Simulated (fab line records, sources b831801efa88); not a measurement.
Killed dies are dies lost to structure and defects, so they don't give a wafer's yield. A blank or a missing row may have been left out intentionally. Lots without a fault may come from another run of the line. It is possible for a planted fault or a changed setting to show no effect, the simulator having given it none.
Struck lot and sound lot, side by side ; flow sky130 ; 18 out of 708 route steps
Sound: the wafers L323.1, L323.5, L323.6. Wafers struck: L333.1, L333.4, L333.6. The cause comes at the end.
Order at every step that has rows: each side's tool, ch and its chambers, its first start. Under that, the readings that differ: sound wafers ; struck wafers ; difference of the means ; sigmas: that difference in standard deviations of wafers without a fault.
alike: same words and numbers on both sides, and readings whose means sit less than 2 such deviations apart. not compared: any withheld reading, any reading some wafer has no value for, any bound like >300 that may hide the same value, and any number with overlapping values for which the record gives no deviation.
Wherever a step has rows on one side only, a row that says differs or no value, or a row with sigmas, the two part there. When numbers do not overlap yet have no deviation, they are printed without sigmas and do not part them. Lack of a reading on every wafer of one side parts them only where that side has two or more wafers.

SKY_POLY_GATE_ETCH_15: etches BARC in N2/H2, stops on SiO2, time 118.5 s, target depth 110 nm.
  sound on rie_diel-03 ch 2,3, day 15 23:55; struck on rie_diel-02 ch 0,1,3, day 20 05:33
  alike: drypump_motor_current_A, oes_product_au, throttle_valve_pct
  not compared: rf_hours_counter_h
SKY_POLY_GATE_ETCH_16: etches Si3N4 in CH3F/O2, stops on poly-Si, time 147.5 s, target depth 75 nm.
  sound on rie_diel-03 ch 2,3, day 15 23:59; struck on rie_diel-02 ch 0,1,3, day 20 05:38
  alike: drypump_motor_current_A, oes_product_au, throttle_valve_pct
  not compared: rf_hours_counter_h
SKY_POLY_GATE_ETCH_17: etches poly-Si in HBr/Cl2, stops on SiO2, target depth 180 nm, time 70.5 s.
  sound on rie_si-02 ch 0,1,3, day 16 00:05; struck on rie_si-01 ch 0,1, day 20 05:44
  alike: drypump_motor_current_A, oes_product_au, throttle_valve_pct
  not compared: rf_hours_counter_h
SKY_POLY_GATE_STRIP_18: strips in O2/N2.
  sound on plasma_asher-03 ch 0,1, day 16 00:09; struck on plasma_asher-02 ch 1, day 20 05:47
  alike: drypump_motor_current_A, oes_product_au, strip_time_to_endpoint_s
  not compared: rf_hours_counter_h
then, 2 steps without rows for these wafers: SKY_POLY_GATE_CLEAN_19 (cleans in SC1/SC2, time 150 s); SKY_POLY_GATE_OXIDATION_20 (stabilise 600 s, purge 300 s, target thk 4 nm).
SKY_POLY_GATE_THK_MEAS_21:
  struck on film_metro-04, day 20 07:52; sound on film_metro-02, day 16 09:55
  alike: POLY_GATE_OXIDATION_THK
SKY_POLY_GATE_CD_MEAS_22:
  struck on cd_sem-01, day 20 07:55; sound on cd_sem-02, day 16 09:59
  alike: cd_nm
then, 4 steps without rows for these wafers: SKY_LDD_N_DEHYDRATE_00 (time 60 s); SKY_LDD_N_HMDS_01 (prime time 60 s); SKY_LDD_N_COAT_02 (resist thk 300 nm); SKY_LDD_N_SOFTBAKE_03 (time 60 s).
SKY_LDD_N_EXPOSE_04: exposes mask NTM, target cd 840 nm.
  sound on iline_stepper-02 ch 0, day 17 00:04; struck on iline_stepper-01 ch 0, day 20 23:02
reading;sound;struck;difference;sigmas
model.LDD_N.overlay_x_nm (nm);-0.1169 -0.1169 -0.1169;-57.3 -57.3 -57.3;-57.2;
  alike: mask, focus_offset_nm
then, 2 steps without rows for these wafers: SKY_LDD_N_PEB_05; SKY_LDD_N_DEVELOP_06 (develop time 60 s).
SKY_LDD_N_OVL_MEAS_07:
  struck on overlay-02, day 21 15:01; sound on overlay-01, day 17 13:27
reading;sound;struck;difference;sigmas
LDD_N_OVL (nm);-1.3 -2.3 -2.0;-58.1 -58.4 -58.4;-56.4;-47
next, for these wafers, 1 step has no rows: SKY_LDD_N_IMPLANT_08.
-- a jump in the record: the struck wafers' starts before and after are 27 days apart (it breaks off in module LDD_N and resumes in module PAD_OPEN, where the first step shown is number 708 of the route) --
SKY_PAD_OPEN_PROBE_99:
  struck on prober-02, day 48 08:10; sound on prober-02, day 45 17:34
  alike: killed_at_M0_to_M3, killed_at_M4_up, killed_at_contacts, killed_at_front_end, killed_at_other, killed_dies, killed_open, killed_short

## WHERE THEY PART
Only at SKY_LDD_N_OVL_MEAS_07, as far as this record shows. Later steps at which nothing parts them and some readings are alike: SKY_PAD_OPEN_PROBE_99.

WHY: the cause the simulator had injected
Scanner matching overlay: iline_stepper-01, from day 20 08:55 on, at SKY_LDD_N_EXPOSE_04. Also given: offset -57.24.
